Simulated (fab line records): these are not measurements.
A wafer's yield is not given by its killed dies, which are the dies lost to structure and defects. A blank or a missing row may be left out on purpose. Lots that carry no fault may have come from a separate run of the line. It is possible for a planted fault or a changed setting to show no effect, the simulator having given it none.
A struck lot beside a sound one    flow gf180mcu    14 out of 602 route steps
Sound: wafers L182.1, L182.3, L182.5. Wafers struck: L195.1, L195.6. The cause is named last.
At each step with rows: each side's tool, then ch and its chambers, then its first start. Under that, the readings that differ: sound wafers    struck wafers    difference of the means    sigmas: that difference in standard deviations of wafers without a fault.
alike: readings whose means differ by less than 2 such deviations, and words and numbers that are the same on both sides. not compared: withheld readings, readings that some wafer has no value for, bounds like >300 that may hide the same value, and numbers for which the record gives no deviation and whose values overlap.
The two part at a step that has a row with sigmas, a row that says differs or no value, or rows on one side only. Non-overlapping numbers with no deviation appear without sigmas and do not part them. A reading that every wafer of one side lacks parts them only if that side has two wafers or more.

GF_TOP_METAL_STRIP_17: strips in O2/N2.
  sound on plasma-asher-03 ch 0,1, day 30 08:05; struck on plasma-asher-02 ch 1, day 33 13:08
reading                       sound              struck       difference  sigmas
strip-time-to-endpoint-s (s)  12.89 12.89 12.91  13.05 13.01  +0.13       +2
  alike: drypump-motor-current-A, heater-power-w, oes-product-au
  not compared: rf-hours-counter-h
then, 2 steps without rows for these wafers: GF_TOP_METAL_STRIP_18 (strips in post etch residue remover, time 1200 s); GF_TOP_METAL_CLEAN_19 (cleans in DIW).
GF_PASSIVATION_CVD_00: deposits SiO2 from TEOS, target thk 1000 nm, time 111.95 s.
  sound on pecvd-03 ch 1,2, day 30 08:41; struck on pecvd-03 ch 0,1, day 33 13:40
  alike: heater-power-w
GF_PASSIVATION_THK_MEAS_01:
  sound on film-metro-03, day 30 08:46; struck on film-metro-02, day 33 13:44
  alike: PASSIVATION_CVD_00_THK
GF_PASSIVATION_CVD_02: deposits Si3N4, target thk 700 nm, time 486.18 s.
  sound on pecvd-01 ch 0,2, day 30 08:50; struck on pecvd-04 ch 0, day 33 13:48
  alike: heater-power-w
GF_PASSIVATION_THK_MEAS_03:
  sound on film-metro-03, day 30 09:07; struck on film-metro-04, day 33 14:05
reading                      sound        struck   difference  sigmas
PASSIVATION_CVD_02_THK (nm)  686 700 702  707 723  +19         +2
then, 5 steps without rows for these wafers: GF_PASSIVATION_DEHYDRATE_04 (time 60 s); GF_PASSIVATION_HMDS_05 (prime time 60 s); GF_PASSIVATION_COAT_06 (resist thk 4000 nm); GF_PASSIVATION_SOFTBAKE_07; GF_PASSIVATION_EXPOSE_08 (exposes mask Pad, target cd 40000 nm).
GF_PASSIVATION_PEB_09:
  sound on litho-track-01 ch 0, day 31 02:00; struck on litho-track-01, day 34 04:00
  no value came back on the struck wafers for chill-plate-temp-C (C), exhaust-pa (Pa); on the sound wafers chill-plate-temp-C (C) reads 23.09 23.11 22.97
then, 1 step without rows for these wafers: GF_PASSIVATION_DEVELOP_10 (develop time 60 s).

WHERE THEY PART
First at GF_TOP_METAL_STRIP_17; last, within this record, at GF_PASSIVATION_PEB_09.

WHY: whatever the simulator had introduced
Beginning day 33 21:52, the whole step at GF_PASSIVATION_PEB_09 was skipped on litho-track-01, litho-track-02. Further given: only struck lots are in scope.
